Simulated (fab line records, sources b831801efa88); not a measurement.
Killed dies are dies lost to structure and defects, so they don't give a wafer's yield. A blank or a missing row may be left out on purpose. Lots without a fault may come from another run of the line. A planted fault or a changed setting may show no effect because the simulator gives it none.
fab line records | flow sky130
record lots=6 wafers=18 last_day=50
route steps=708 shown METAL4@627 VIA4@639 PAD_OPEN@708
lots that met no fault: from a run of the same line without faults
start_h: hours from the record's first day to the start of the lot's first wafer shown | wait_h: hours since the lot's step before | " the same as in the row above | L1.1+2: a row that stands for several wafers | - no value, or no start given | * or withheld: withheld | < > ~ a bound
route shown NAME@n: a module of which the file shows steps, and the number in the route of the first | usual: mean/standard deviation of fault-free wafers | same: alike in all rows | chamber/n: place in a boat | sites: the reading at each site | _std_site: their standard deviation | _edge_site: outer sites' mean less inner sites' | radius_mm: how far each site lies from the wafer's centre | mask NAME#n: copy n | behind: the tool/chamber that last shaped the wafer | hold: why the lot was held/for how many hours/how that ended | device: the transistor (n, p or np) that didn't switch | end of line: the same wafers' tests at the end of the route | a step without rows: its recipe alone | killed: dies lost to structure and defects at the first sort, not the wafer's yield | map: a wafer's dies, x killed, . not, _ none there
set.NAME: the setting as run; set.NAME@STEP: as run at that earlier step | model.NAME: the simulator's own value behind a step, which no gauge read
lots at some steps of the route; a table a step, a row a wafer
services: from which hour (start_h, from the record's first day; less than 0 if before it) a tool's chamber was out of use, for how many hours, and why
## steps
# step SKY_METAL4_PEB_11
# recipe peb_temp_c=withheld peb_time_s=withheld resist=KrF-thick
# step SKY_METAL4_DEVELOP_12
# recipe develop_time_s=60 resist=KrF-thick dev_temp_c=21
# step SKY_METAL4_CD_MEAS_13
# recipe target_cd_nm=300
# usual cd_nm=299.9/1.6
# columns lot.wafer tool chamber start_h wait_h cd_nm
L600.3 cd_sem-02 - 1036.35 - 300.6
L600.4 " - " " 301.9
L600.5 " - " " 301.6
L604.1 cd_sem-02 - 1054.26 - 302.5
L604.3 " - " " 302.4
L604.5 " - " " 301.0
L606.2 cd_sem-02 - 1063.57 - 298.8
L606.3 " - " " 299.4
L606.4 " - " " 298.6
L607.1 cd_sem-01 - 1074.24 - 301.7
L607.5 " - " " 301.4
L607.6 " - " " 301.9
L608.2 cd_sem-02 - 1091.63 - 298.7
L608.3 " - " " 299.5
L608.6 " - " " 299.7
L611.1 cd_sem-01 - 1115.89 - 301.7
L611.4 " - " " 301.7
L611.5 " - " " 299.9
# step SKY_METAL4_OVL_MEAS_14
# usual METAL4_OVL=1/4.9
# columns lot.wafer tool chamber start_h wait_h METAL4_OVL[nm]
L600.3 overlay-02 - 1036.45 0.1 9
L600.4 " - " " 0
L600.5 " - " " 4
L604.1 overlay-02 - 1054.38 0.1 6
L604.3 " - " " 1
L604.5 " - " " 7
L606.2 overlay-01 - 1063.67 0.1 3
L606.3 " - " " -1
L606.4 " - " " 7
L607.1 overlay-02 - 1074.36 0.1 0
L607.5 " - " " 6
L607.6 " - " " 3
L608.2 overlay-02 - 1091.74 0.1 8
L608.3 " - " " 9
L608.6 " - " " 2
L611.1 overlay-02 - 1116.01 0.1 -5
L611.4 " - " " 4
L611.5 " - " " 4
# step SKY_METAL4_DESCUM_15
# recipe chemistry=O2 source_power_w=150 bias_power_w=0 pressure_mtorr=10 temp_c=40 time_s=8
# usual drypump_motor_current_A=5.5/0.44 oes_product_au=0.995/0.013
# same bias_power_w=0
# columns lot.wafer tool chamber start_h wait_h drypump_motor_current_A oes_product_au rf_hours_counter_h
L600.3 rie_metal-03 1 1036.48 0.0 5.1 1.009 -
L600.4 " 0 " " 5.2 0.992 -
L600.5 " 1 " " 5.1 1.013 -
L604.1 rie_metal-02 0 1054.42 0.0 6.2 0.986 18
L604.3 " 1 " " 5.8 1.011 -
L604.5 " 1 " " 5.8 1.005 -
L606.2 rie_metal-03 1 1063.70 0.0 5.1 1.010 8
L606.3 " 0 " " 5.2 1.001 -
L606.4 " 1 " " 5.1 1.018 -
L607.1 rie_metal-02 1 1074.40 0.0 5.8 1.007 22
L607.5 " 1 " " 5.8 0.996 -
L607.6 " 0 " " 6.2 0.971 -
L608.2 rie_metal-02 0 1091.77 0.0 6.2 0.978 21
L608.3 " 1 " " 5.8 1.007 -
L608.6 " 1 " " 5.8 1.009 -
L611.1 rie_metal-03 1 1116.05 0.0 5.1 1.007 12
L611.4 " 0 " " 5.2 0.986 -
L611.5 " 0 " " 5.2 0.981 -
# step SKY_METAL4_ETCH_16
# recipe chemistry=N2/H2 target=BARC ion_energy_ev=200 bias_w=100 pressure_mtorr=30 n2_flow_sccm=100 h2_flow_sccm=200 icp_w=500 stop_on=SiO2 time_s=88.2 target_depth_a=600
# usual drypump_motor_current_A=5.6/0.44 oes_product_au=0.625/0.0044 throttle_valve_pct=13.205/0.01
# columns lot.wafer tool chamber start_h wait_h drypump_motor_current_A oes_product_au rf_hours_counter_h throttle_valve_pct
L600.3 rie_metal-03 1 1036.53 0.0 5.1 0.629 - 13.195
L600.4 " 0 " " 5.2 0.628 - 13.212
L600.5 " 1 " " 5.1 0.622 - 13.213
L604.1 rie_metal-02 0 1054.45 0.0 6.3 0.630 18 13.205
L604.3 " 1 " " 5.8 0.633 - 13.213
L604.5 " 1 " " 5.8 0.626 - 13.197
L606.2 rie_metal-03 1 1063.74 0.0 5.1 0.620 8 13.218
L606.3 " 0 " " 5.1 0.618 - 13.197
L606.4 " 1 " " 5.1 0.615 - 13.189
L607.1 rie_metal-02 1 1074.43 0.0 5.8 0.626 22 13.212
L607.5 " 1 " " 5.8 0.619 - 13.208
L607.6 " 0 " " 6.2 0.628 - 13.218
L608.2 rie_metal-02 0 1091.80 0.0 6.3 0.631 21 13.228
L608.3 " 1 " " 5.8 0.630 - 13.191
L608.6 " 1 " " 5.8 0.621 - 13.211
L611.1 rie_metal-03 1 1116.08 0.0 5.1 0.624 12 13.204
L611.4 " 0 " " 5.2 0.628 - 13.192
L611.5 " 0 " " 5.2 0.626 - 13.211
# step SKY_METAL4_ETCH_17
# recipe target=SiO2 stop_on=TiN chemistry=C4F8/O2/Ar source_w=1500 bias_w=1200 pressure_mtorr=40 c4f8_flow_sccm=withheld O2_flow_sccm=6 Ar_flow_sccm=300 time_s=3.9 target_depth_a=150
# step SKY_METAL4_METAL_ETCH_18
# recipe target_depth_a=8450 stop_on=SiO2 over_etch_frac=0.3 time_s=183.1 chemistry=Cl2/BCl3 resist_sidewall_deg=88 pressure_mtorr=10 icp_w=900 bias_w=48.5 Cl2_flow_sccm=60 bcl3_flow_sccm=30
# usual drypump_motor_current_A=5.6/0.4 oes_product_au=0.867/0.0072 throttle_valve_pct=22.265/0.0091
# columns lot.wafer tool chamber start_h wait_h drypump_motor_current_A oes_product_au rf_hours_counter_h throttle_valve_pct
L600.3 rie_metal-02 0 1036.68 0.1 6.2 0.867 - 22.259
L600.4 " 1 " " 5.8 0.871 - 22.276
L600.5 " 0 " " 6.3 0.872 - 22.268
L604.1 rie_metal-03 0 1054.57 0.0 5.2 0.880 17 22.263
L604.3 " 1 " " 5.1 0.880 - 22.266
L604.5 " 0 " " 5.2 0.866 - 22.269
L606.2 rie_metal-01 1 1063.85 0.0 5.9 0.870 20 22.262
L606.3 " 0 " " 5.4 0.864 - 22.259
L606.4 " 1 " " 5.9 0.861 - 22.285
L607.1 rie_metal-01 0 1074.55 0.0 5.3 0.874 24 22.264
L607.5 " 0 " " 5.3 0.859 - 22.266
L607.6 " 1 " " 5.9 0.868 - 22.287
L608.2 rie_metal-01 1 1091.92 0.0 5.9 0.861 22 22.260
L608.3 " 0 " " 5.4 0.869 - 22.265
L608.6 " 0 " " 5.3 0.871 - 22.265
L611.1 rie_metal-01 1 1116.20 0.0 5.9 0.863 24 22.268
L611.4 " 1 " " 5.9 0.870 - 22.261
L611.5 " 0 " " 5.4 0.859 - 22.251
# step SKY_METAL4_STRIP_19
# recipe chemistry=O2/N2 power_w=1400 pressure_mtorr=1500 platen_temp_c=withheld o2_flow_sccm=3000 n2_flow_sccm=300 overash_fraction=0.5
# usual drypump_motor_current_A=6.1/0.46 oes_product_au=0.505/0.0061 strip_time_to_endpoint_s=6.61/0.11
# columns lot.wafer tool chamber start_h wait_h drypump_motor_current_A oes_product_au rf_hours_counter_h strip_time_to_endpoint_s
L600.3 plasma_asher-03 0 1036.83 0.1 5.3 0.499 - 6.68
L600.4 " 1 " " 6.4 0.511 - 6.59
L600.5 " 0 " " 5.4 0.505 - 6.71
L604.1 plasma_asher-03 1 1054.75 0.1 6.5 0.502 117 6.61
L604.3 " 1 " " 6.4 0.495 - 6.38
L604.5 " 0 " " 5.3 0.505 - 6.58
L606.2 plasma_asher-01 1 1064.03 0.1 6.4 0.503 98 6.49
L606.3 " 1 " " 6.5 0.507 - 6.80
L606.4 " 0 " " 6.4 0.501 - 6.54
L607.1 plasma_asher-04 1 1074.72 0.1 5.6 0.513 33 6.60
L607.5 " 1 " " 5.6 0.509 - 6.66
L607.6 " 0 " " 5.5 0.507 - 6.52
L608.2 plasma_asher-03 1 1092.09 0.1 6.4 0.503 2 6.55
L608.3 " 0 " " 5.3 0.512 - 6.62
L608.6 " 0 " " 5.3 0.503 - 6.66
L611.1 plasma_asher-01 1 1116.37 0.1 6.5 0.507 104 6.58
L611.4 " 0 " " 6.4 0.513 - 6.67
L611.5 " 0 " " 6.4 0.511 - 6.82
# step SKY_METAL4_STRIP_20
# recipe chemistry=post_etch_residue_remover time_s=1200 temp_c=72.5
# step SKY_METAL4_CLEAN_21
# recipe chemistry=IPA time_s=180 temp_c=25
# step SKY_METAL4_CLEAN_22
# recipe chemistry=O3/DIW dry=n2_spin
# step SKY_VIA4_HDPCVD_00
# recipe material=SiO2 target_thk_nm=1750 sigma_open_frac=0.3 time_s=291.7 temp_c=400 sih4_flow_sccm=60 pressure_mtorr=6
# usual sih4_flow_sccm=60.00/0.16
# columns lot.wafer tool chamber start_h wait_h sih4_flow_sccm model.SiO2_of_VIA4_HDPCVD_00.thk_nm
L600.3 hdpcvd-02 0 1037.39 0.0 59.80 1715
L600.4 " 1 " " 60.06 1731
L600.5 " 2 " " 59.93 1717
L604.1 hdpcvd-01 0 1055.37 0.0 60.18 1752
L604.3 " 1 " " 60.03 1753
L604.5 " 0 " " 59.90 1761
L606.2 hdpcvd-01 1 1064.69 0.0 90.25 2627
L606.3 " 2 " " 90.06 2631
L606.4 " 2 " " 89.94 2637
L607.1 hdpcvd-01 1 1075.32 0.0 90.26 2598
L607.5 " 0 " " 90.16 2629
L607.6 " 1 " " 89.99 2618
L608.2 hdpcvd-02 2 1092.69 0.0 60.09 1749
L608.3 " 0 " " 59.70 1733
L608.6 " 0 " " 59.86 1730
L611.1 hdpcvd-02 1 1117.02 0.0 59.97 1736
L611.4 " 2 " " 59.96 1757
L611.5 " 0 " " 60.03 1742
# step SKY_VIA4_THK_MEAS_01
# recipe reads=SiO2_of_VIA4_HDPCVD_00
# usual VIA4_HDPCVD_THK=1748/17
# columns lot.wafer tool chamber start_h wait_h VIA4_HDPCVD_THK[nm]
L600.3 film_metro-03 - 1037.59 0.1 1715
L600.4 " - " " 1730
L600.5 " - " " 1718
L604.1 film_metro-02 - 1055.55 0.1 1750
L604.3 " - " " 1754
L604.5 " - " " 1761
L606.2 film_metro-01 - 1064.88 0.1 2629
L606.3 " - " " 2633
L606.4 " - " " 2635
L607.1 film_metro-03 - 1075.49 0.1 2599
L607.5 " - " " 2629
L607.6 " - " " 2618
L608.2 film_metro-03 - 1092.87 0.1 1750
L608.3 " - " " 1734
L608.6 " - " " 1731
L611.1 film_metro-03 - 1117.20 0.1 1736
L611.4 " - " " 1757
L611.5 " - " " 1742
# step SKY_VIA4_CMP_02
# recipe material=SiO2 down_force_psi=4 platen_rpm=60 pad_velocity_m_s=0.94248
# usual edge_zone_pressure_frac=1.000/0.0055 motor_current_A=13.2/1.5
# columns lot.wafer tool chamber start_h wait_h edge_zone_pressure_frac motor_current_A
L600.3 cmp-01 2 1037.63 0.0 0.994 13.1
L600.4 " 1 " " 1.000 12.5
L600.5 " 2 " " 0.998 13.2
L604.1 cmp-01 0 1055.61 0.1 1.001 14.2
L604.3 " 2 " " 1.007 13.3
L604.5 " 0 " " 1.001 13.0
L606.2 cmp-02 0 1064.93 0.0 1.009 10.8
L606.3 " 1 " " 0.998 12.8
L606.4 " 3 " " 0.996 11.0
L607.1 cmp-01 2 1075.82 0.3 1.000 13.6
L607.6 " 2 " " 1.000 14.0
L607.5 " 3 " " 1.008 15.9
L608.2 cmp-01 2 1092.97 0.1 0.998 13.3
L608.3 " 0 " " 1.005 12.3
L608.6 " 1 " " 1.003 12.8
L611.4 cmp-01 1 1117.26 0.0 1.007 12.8
L611.1 " 2 " " 1.008 13.4
L611.5 " 2 " " 1.003 13.6
# step SKY_PAD_OPEN_PROBE_99
# usual defect_limited_yield=82.4/1.8 killed_at_M0_to_M3=43/6.6 killed_at_M4_up=3.1/1.9 killed_at_contacts=24/5.2 killed_at_front_end=16/4.5 killed_at_other=0.4/0.62 killed_dies=87/9 killed_open=48/7 killed_short=39/6.2 sort_bin_3_pad_short=0.9/0.44 sort_bin_5_function=10.3/1.3 sort_bin_6_memory=6.5/1.1 sort_n_pass=405/9 sort_yield_pct=82.4/1.8
# same gross_dies=492 killed_at_back_side=0 sort_bin_4_leakage[%]=0 sort_bin_8_speed[%]=0
# columns lot.wafer tool chamber start_h wait_h defect_limited_yield[%] killed_at_M0_to_M3 killed_at_M4_up killed_at_contacts killed_at_front_end killed_at_other killed_dies killed_open killed_short sort_bin_3_pad_short[%] sort_bin_5_function[%] sort_bin_6_memory[%] sort_n_pass sort_yield_pct[%]
L606.2 prober-02 - 1152.20 0.1 82.5 34 4 31 16 1 86 46 39 0.8 9.6 7.1 406 82.5
L606.3 prober-02 - 1152.25 0.2 81.9 34 4 28 21 2 89 45 43 1.8 10.6 5.7 403 81.9
L606.4 prober-02 - 1152.30 0.2 82.3 41 4 19 20 3 87 46 40 0.4 10.4 6.9 405 82.3
L611.1 prober-01 - 1196.56 0.1 84.8 39 0 19 17 0 75 47 27 0.4 8.7 6.1 417 84.8
L611.4 prober-01 - 1196.71 0.2 81.7 41 3 27 19 0 90 51 39 0.8 9.8 7.7 402 81.7
L611.5 prober-01 - 1196.76 0.2 81.9 42 2 35 10 0 89 49 40 0.6 11.0 6.5 403 81.9
# killed by level:class
L606.2 CONTACT:geometric_particle:open=10 VIA1:geometric_particle:open=9 LOCAL_INTERCONNECT:geometric_particle:short=7 VIA2:geometric_particle:open=7 METAL1:geometric_particle:short=6 POLY_GATE:geometric_particle:short=5 LI_CONTACT:geometric_particle:open=5 CONTACT:geometric_particle:short=5
L606.3 CONTACT:geometric_particle:open=10 VIA3:geometric_particle:open=7 FIELD_ISO:geometric_particle:open=6 FIELD_ISO:geometric_particle:short=6 LI_CONTACT:geometric_particle:open=5 CONTACT:geometric_particle:short=5 VIA1:geometric_particle:open=5 LOCAL_INTERCONNECT:geometric_particle:short=4
L606.4 VIA3:geometric_particle:open=12 CONTACT:geometric_particle:open=7 VIA2:geometric_particle:open=7 FIELD_ISO:geometric_particle:open=6 LI_CONTACT:geometric_particle:short=5 VIA2:geometric_particle:short=5 POLY_GATE:geometric_particle:short=4 METAL1:geometric_particle:short=4
L611.1 VIA1:geometric_particle:open=14 CONTACT:geometric_particle:open=9 VIA3:geometric_particle:open=6 POLY_GATE:geometric_particle:open=5 LI_CONTACT:geometric_particle:open=5 METAL1:geometric_particle:short=5 SPACER:geometric_particle:short=3 VIA2:geometric_particle:open=3
L611.4 VIA1:geometric_particle:open=12 CONTACT:geometric_particle:open=10 VIA1:geometric_particle:short=8 FIELD_ISO:geometric_particle:open=7 VIA3:geometric_particle:open=7 FIELD_ISO:geometric_particle:short=6 LI_CONTACT:geometric_particle:open=6 LOCAL_INTERCONNECT:geometric_particle:short=5
L611.5 VIA1:geometric_particle:open=15 CONTACT:geometric_particle:open=12 LOCAL_INTERCONNECT:geometric_particle:short=9 METAL1:geometric_particle:short=8 LI_CONTACT:geometric_particle:open=6 VIA3:geometric_particle:open=5 CONTACT:geometric_particle:short=4 VIA2:geometric_particle:open=4
## services
# columns tool chamber start_h hours kind
cmp-01 - 1042.16 0.9 repair
cmp-01 - 1046.11 2.8 pm
plasma_asher-03 - 1055.25 9.0 pm
plasma_asher-03 0 1055.25 9.0 vent_cycle
plasma_asher-03 1 1055.25 9.0 vent_cycle
plasma_asher-03 0 1064.25 - clean
plasma_asher-03 1 1064.25 - clean
hdpcvd-01 - 1067.05 6.0 pm
cmp-02 - 1074.13 1.3 repair
plasma_asher-03 - 1076.97 12.3 repair
cmp-02 - 1080.81 2.9 repair
hdpcvd-02 - 1082.93 2.8 pm
cmp-01 - 1084.11 4.0 pm
cmp-01 - 1088.11 - consumable_replace:conditioner
cmp-01 - 1088.11 - consumable_replace:pad
plasma_asher-03 - 1095.47 7.5 repair
rie_metal-03 0 1100.75 2.8 repair
## key
first_sign step=SKY_VIA4_HDPCVD_00 reading=sih4_flow_sccm direction=up sigmas=99+ usual=60.00 struck=90.11
effect step=SKY_VIA4_THK_MEAS_01 reading=VIA4_HDPCVD_THK direction=up sigmas=51 usual=1748 struck=2624
model_effect step=SKY_VIA4_HDPCVD_00 value=SiO2_of_VIA4_HDPCVD_00.thk_nm without=1748 struck=2623
met_at SKY_VIA4_HDPCVD_00
struck_wafers L606.2,L606.3,L606.4,L607.1,L607.5,L607.6
onset_between 1055.37 1064.69
fault kind=process_parameter_drift tool=hdpcvd-01 chamber=- onset_h=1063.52 steps=SKY_VIA4_HDPCVD_00 channel=sih4_flow_sccm offset=30 shape=step end_h=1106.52 acts_in=these_recipes_only stated=60
